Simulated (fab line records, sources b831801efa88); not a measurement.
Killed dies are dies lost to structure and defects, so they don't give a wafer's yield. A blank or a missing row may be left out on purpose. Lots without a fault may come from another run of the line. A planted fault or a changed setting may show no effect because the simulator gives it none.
Which tool did it? | flow gf180mcu | 6 lots, 18 wafers sampled, at 2 steps of a route of 602

WHAT THE GAUGES READ, wafer by wafer
GF_VT_IMPLANT_RS_MEAS_49: measures by four-point-probe.
lot  | measured     | on            | MVPSD_RS (ohm/sq)
L704 | day 8 20:53  | film_metro-02 | 1167.8 1166.7 1165.2
L710 | day 9 22:41  | film_metro-01 | 1172.4 1173.7 1171.7
L711 | day 10 02:22 | film_metro-02 | 1173.6 1176.0 1171.6
L713 | day 10 15:34 | film_metro-02 | 1170.5 1169.3 1168.9
L717 | day 11 17:06 | film_metro-02 | 1170.8 1169.3 1169.5
L719 | day 12 04:14 | film_metro-02 | 1169.4 1167.1 1167.1

WHICH TOOL RAN EACH LOT (tool, then ch and the chambers of the sampled wafers, then the start)
lot  | GF_MVPSD_IMPLANT_09
L704 | implanter-04 ch 0, day 6 05:20
L710 | implanter-01 ch 0, day 7 05:17
L711 | implanter-01 ch 0, day 7 08:26
L713 | implanter-01 ch 0, day 7 20:12
L717 | implanter-02 ch 0, day 8 17:16
L719 | implanter-02 ch 0, day 9 03:44
- GF_MVPSD_IMPLANT_09

THE ANSWER, worked out from the rows above alone
Rule: what is usual is taken from the lots themselves. Put in order of their means at a reading, lots are off if they are a third of the lots or fewer, leave a main group of 4 or more, and stand apart from it by a gap of 3 or more times the standard deviation of the main group's means; of several such gaps the widest counts. A main group whose means are all the same, to the digits that the tables above print for the reading, isn't used. A lot without any number at a reading at which 4 lots or more have one is off too. The other lots that the step has rows for count as sound.
No lot is off at any reading shown: from this, nothing can be told.

WHAT THE SIMULATOR HAD PUT IN
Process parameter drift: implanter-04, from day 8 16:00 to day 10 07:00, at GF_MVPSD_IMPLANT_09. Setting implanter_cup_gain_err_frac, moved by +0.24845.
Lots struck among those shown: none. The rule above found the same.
